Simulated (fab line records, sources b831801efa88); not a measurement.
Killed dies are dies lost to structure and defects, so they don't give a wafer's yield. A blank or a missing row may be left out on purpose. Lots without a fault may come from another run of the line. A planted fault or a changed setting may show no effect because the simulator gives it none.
Split-lot experiment | flow sfq_line | 5 lots, 23 wafers read, on a route of 325 steps

THE SPLIT
At SFQ_TRILAYER_R5_LITHO_EXPOSE_137 (exposes mask R5, target cd 500 nm), the setting dose_mj was moved away from the recipe's 14.4 on 11 of the 23 wafers read, by -2.4% to +5.1%. The other wafers ran this setting at the recipe's value.

FROM THE SPLIT TO THE READING: what the file shows between them, 2 steps
- SFQ_TRILAYER_R5_LITHO_PEB_139: peb time 60 s
- SFQ_TRILAYER_R5_LITHO_DEVELOP_138: time 60 s

THE READING
R5.cd_nm (the simulator's own value, which no gauge read), in nm, at SFQ_TRILAYER_R5_BARC_OPEN_METAL_ETCH_177 (etches BARC in O2, target depth 125 nm, time 41.7 s). The file gives no usual value for it. The 12 wafers here that ran the recipe average 501.5 nm, standard deviation 1.8 nm.

wafer  | tool, chamber at the split | dose_mj as run | against the recipe | R5.cd_nm, nm | against lot-mates on the recipe
L076.1 | krf_scanner-01, 0          | 15.14          | +5.1%              | 492.5        | -7.7
L076.2 | krf_scanner-01, 0          | 14.4           | recipe             | 500.7        | -
L076.3 | krf_scanner-01, 0          | 15.14          | +5.1%              | 493.2        | -7.0
L076.4 | krf_scanner-01, 0          | 14.4           | recipe             | 499.7        | -
L076.5 | krf_scanner-01, 0          | 15.14          | +5.1%              | 493.1        | -7.1
L077.1 | krf_scanner-02, 0          | 14.06          | -2.4%              | 505.5        | +5.4
L077.3 | krf_scanner-02, 0          | 14.06          | -2.4%              | 503.7        | +3.6
L077.4 | krf_scanner-02, 0          | 14.4           | recipe             | 500.1        | -
L077.5 | krf_scanner-02, 0          | 14.06          | -2.4%              | 504.4        | +4.2
L077.6 | krf_scanner-02, 0          | 14.4           | recipe             | 500.2        | -
L078.1 | krf_scanner-02, 0          | 14.07          | -2.3%              | 503          | +3.8
L078.3 | krf_scanner-02, 0          | 14.07          | -2.3%              | 502.1        | +2.9
L078.4 | krf_scanner-02, 0          | 14.07          | -2.3%              | 503.1        | +3.9
L078.5 | krf_scanner-02, 0          | 14.4           | recipe             | 499.4        | -
L078.6 | krf_scanner-02, 0          | 14.4           | recipe             | 499          | -
L080.1 | krf_scanner-02, 0          | 14.4           | recipe             | 503.8        | -
L080.3 | krf_scanner-02, 0          | 14.4           | recipe             | 504.4        | -
L080.4 | krf_scanner-02, 0          | 14.11          | -2.0%              | 507.3        | +3.4
L080.5 | krf_scanner-02, 0          | 14.4           | recipe             | 503.6        | -
L080.6 | krf_scanner-02, 0          | 14.11          | -2.0%              | 506.7        | +2.8
L082.3 | krf_scanner-02, 0          | 14.4           | recipe             | 502.7        | -
L082.6 | krf_scanner-02, 0          | 14.4           | recipe             | 502.7        | -
L082.4 | krf_scanner-02, 0          | 14.4           | recipe             | 502.2        | -

THE FIT
A straight line over all 23 wafers: R5.cd_nm changes by -1.54 nm for each +1% of dose_mj; r = -0.89; the points scatter about the line by 1.8 nm.
The same after taking each lot's own level away (the mean of its wafers on the recipe; 23 wafers): -1.5 nm for each +1%; r = -0.99; scatter 0.52 nm.
On that fit, the largest move of dose_mj shifts the reading by 7.7 nm.
The lots' own levels span 499.20 to 503.93 nm, that is 2.6 times the standard deviation above.
So the lot-to-lot level changes the slope little: the two slopes agree.
Check: with one of the wafers moved furthest among these (+5.1%) left out of the fit, the line predicts -7.43 nm for it against its lot-mates. It came out at -7.7 nm against them.

OTHER SPLITS ON THESE WAFERS
These wafers also went through other splits before the reading. Each is held against what the fit with the lots' levels taken away leaves over:
other split on the same wafers                  | wafers away from the commonest value | r with R5.cd_nm (lot level and that fit taken away)
SFQ_TRILAYER_M5_BARC_OPEN_METAL_ETCH_161 time_s | 6                                    | +0.02

THE FILE'S OWN FIT
R5.cd_nm changes by -1.5 nm for each +1% of dose_mj, r = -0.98.
